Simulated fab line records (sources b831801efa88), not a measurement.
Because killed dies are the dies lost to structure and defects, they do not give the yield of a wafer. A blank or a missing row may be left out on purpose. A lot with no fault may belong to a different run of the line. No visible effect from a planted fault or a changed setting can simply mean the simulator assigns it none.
Matching of chambers + flow sky130 + SKY_FIELD_ISO_CMP_27 on cmp-01: 4 sister chambers
The step polishes, stops on Si3N4, t overpolish 16 s, target thk 457.8 nm. 16 wafers are shown with their chamber, then 8 later ones without.

== WAFERS WITH THEIR CHAMBER ==
| wafer  | chamber | motor_current_A (A) | time_to_endpoint_s (s) | slurry_filter_dp_kPa (kPa) |
|--------|---------|---------------------|------------------------|----------------------------|
| L561.2 | 0       | 13.8                | 109                    | 13.52                      |
| L561.3 | 1       | 11.9                | 112                    | 13.10                      |
| L561.6 | 3       | 12.7                | 106                    | 13.59                      |
| L562.1 | 1       | 12.1                | 112                    | 13.65                      |
| L562.3 | 0       | 14.9                | 108                    | 13.54                      |
| L562.6 | 1       | 12.3                | 110                    | 13.53                      |
| L563.2 | 2       | 13.3                | 107                    | 13.49                      |
| L563.4 | 0       | 14.2                | 109                    | 13.41                      |
| L563.5 | 3       | 12.7                | 108                    | 13.65                      |
| L564.1 | 1       | 11.9                | 115                    | 13.23                      |
| L564.2 | 3       | 12.2                | 113                    | 13.39                      |
| L564.4 | 0       | 14.1                | 110                    | 13.57                      |
| L567.1 | 1       | 13.1                | 108                    | 13.42                      |
| L567.3 | 3       | 12.5                | 108                    | 13.62                      |
| L567.4 | 2       | 12.9                | 106                    | 13.71                      |
| L576.2 | 0       | 14.5                | 113                    | 13.46                      |

SIGNATURES (averages over the wafers above)
| reading              | chamber 0 | chamber 1 | chamber 2 | chamber 3 | scatter within a chamber |
|----------------------|-----------|-----------|-----------|-----------|--------------------------|
| motor_current_A      | 14.300    | 12.260    | 13.100    | 12.525    | 0.402                    |
| time_to_endpoint_s   | 109.80    | 111.40    | 106.50    | 108.75    | 2.4                      |
| slurry_filter_dp_kPa | 13.5000   | 13.3860   | 13.6000   | 13.5625   | 0.153                    |
Rule: a wafer's distance from a chamber is the root of the sum, over the readings, of the square of ((its reading less the chamber's mean) divided by the reading's scatter). If the next closest chamber is less than 2 further off than the closest, the wafer can't be placed; otherwise it belongs to the closest. The scatter is the square root of a quotient: the sum, over the shown wafers, of each reading's squared deviation from its chamber's mean, divided by wafers minus chambers.

== WAFERS WHOSE CHAMBER IS MISSING ==
| wafer  | motor_current_A (A) | time_to_endpoint_s (s) | slurry_filter_dp_kPa (kPa) |
|--------|---------------------|------------------------|----------------------------|
| L576.3 | 12.4                | 110                    | 13.50                      |
| L576.4 | 12.5                | 111                    | 13.53                      |
| L580.2 | 13.1                | 108                    | 13.68                      |
| L580.3 | 13.9                | 104                    | 13.56                      |
| L580.6 | 13.2                | 106                    | 13.51                      |
| L582.4 | 11.9                | 111                    | 13.40                      |
| L582.5 | 13.6                | 110                    | 13.50                      |
| L582.6 | 12.5                | 113                    | 13.37                      |

== WHICH CHAMBER EACH WENT THROUGH ==
| wafer  | from the rows above               | in truth |
|--------|-----------------------------------|----------|
| L576.3 | can't be placed: 3 or 1 or 2      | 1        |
| L576.4 | can't be placed: 3 or 1 or 2      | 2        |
| L580.2 | can't be placed: 2 or 3           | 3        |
| L580.3 | can't be placed: 2 or 0 or 3      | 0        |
| L580.6 | can't be placed: 2 or 3           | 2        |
| L582.4 | can't be placed: 1 or 3           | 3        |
| L582.5 | can't be placed: 0 or 2 or 3 or 1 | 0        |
| L582.6 | can't be placed: 1 or 3           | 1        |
Correct placement for 0 of the 8. Can't be placed from these rows: 8 (the true chamber is among the candidates in 8). Placed wrongly: 0.
